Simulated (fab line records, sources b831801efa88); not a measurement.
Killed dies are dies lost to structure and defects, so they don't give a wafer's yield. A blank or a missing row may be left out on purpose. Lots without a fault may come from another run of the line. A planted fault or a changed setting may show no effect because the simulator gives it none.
A struck lot beside a sound one | flow sky130 | 15 steps out of a route of 708
Sound: wafers L197.1, L197.4, L197.6. Struck: wafers L205.1, L205.2, L205.4. The cause comes at the end.
At each step with rows: each side's tool, then ch and its chambers, then its first start. Under that, the readings that differ: sound wafers | struck wafers | difference of the means | sigmas: that difference in standard deviations of wafers without a fault.
alike: readings whose means differ by less than 2 such deviations, and words and numbers that are the same on both sides. not compared: withheld readings, readings that some wafer has no value for, bounds like >300 that may hide the same value, and numbers for which the record gives no deviation and whose values overlap.
The two part at a step that has a row with sigmas, a row that says differs or no value, or rows on one side only. Numbers that don't overlap but have no deviation are shown without sigmas and don't part them. A reading that every wafer of one side lacks parts them only if that side has two wafers or more.

SKY_NWELL_RS_MEAS_29: measures by four-point-probe.
  sound on film_metro-02, day 7 01:48; struck on film_metro-02, day 9 09:24
  alike: NWELL_RS
SKY_NWELL_RS_MEAS_31: measures by four-point-probe.
  sound on film_metro-02, day 7 02:02; struck on film_metro-02, day 9 09:38
  alike: PWDE_RS
then, 7 steps without rows for these wafers: SKY_VT_ADJUST_HVTP_DEHYDRATE_00 (time 60 s); SKY_VT_ADJUST_HVTP_HMDS_01 (prime time 60 s); SKY_VT_ADJUST_HVTP_COAT_02 (resist thk 1140 nm); SKY_VT_ADJUST_HVTP_SOFTBAKE_03 (time 60 s); SKY_VT_ADJUST_HVTP_EXPOSE_04 (exposes mask HVTPM, target cd 380 nm); SKY_VT_ADJUST_HVTP_PEB_05; SKY_VT_ADJUST_HVTP_DEVELOP_06 (develop time 60 s).
SKY_VT_ADJUST_HVTP_CD_MEAS_07: target cd 380 nm.
  sound on cd_sem-01, day 7 21:50; struck on cd_sem-01, day 10 07:16
  alike: cd_nm
SKY_VT_ADJUST_HVTP_OVL_MEAS_08:
  sound on overlay-01, day 7 21:57; struck on overlay-01, day 10 07:23
  reading                 | sound        | struck         | difference | sigmas
  VT_ADJUST_HVTP_OVL (nm) | -0.2 1.7 1.1 | -1.3 -3.3 -3.3 | -3.5       | -2
SKY_VT_ADJUST_HVTP_IMPLANT_09:
  sound on implanter-04 ch 0, day 7 21:59; struck on implanter-01 ch 0, day 10 07:25
  reading                   | sound             | struck            | difference | sigmas
  implant_ion_amu           | 75 75 75          | 49 49 49          | -26        |
  model.implant.rp_nm (nm)  | 83.92 83.92 83.92 | 107.9 107.9 107.9 | +24.0      |
  model.implant.drp_nm (nm) | 33.4 33.4 33.4    | 46.43 46.43 46.43 | +13.03     |
SKY_VT_ADJUST_HVTP_STRIP_10: strips in O2/N2.
  sound on plasma_asher-01 ch 0,1, day 7 22:08; struck on plasma_asher-04 ch 0,1, day 10 07:34
  alike: drypump_motor_current_A, oes_product_au, strip_time_to_endpoint_s
  not compared: rf_hours_counter_h
SKY_VT_ADJUST_HVTP_TW_MEAS_11:
  sound on film_metro-04, day 7 22:14; struck on film_metro-01, day 10 07:40
  reading           | sound          | struck      | difference | sigmas
  VT_ADJUST_HVTP_TW | 1340 1342 1339 | 750 747 753 | -590       | -73
then, 1 step without rows for these wafers: SKY_VT_ADJUST_LVTN_DEHYDRATE_00 (time 60 s).

WHERE THEY PART
First at SKY_VT_ADJUST_HVTP_OVL_MEAS_08; last, within this record, at SKY_VT_ADJUST_HVTP_TW_MEAS_11.

WHY: what the simulator had put in
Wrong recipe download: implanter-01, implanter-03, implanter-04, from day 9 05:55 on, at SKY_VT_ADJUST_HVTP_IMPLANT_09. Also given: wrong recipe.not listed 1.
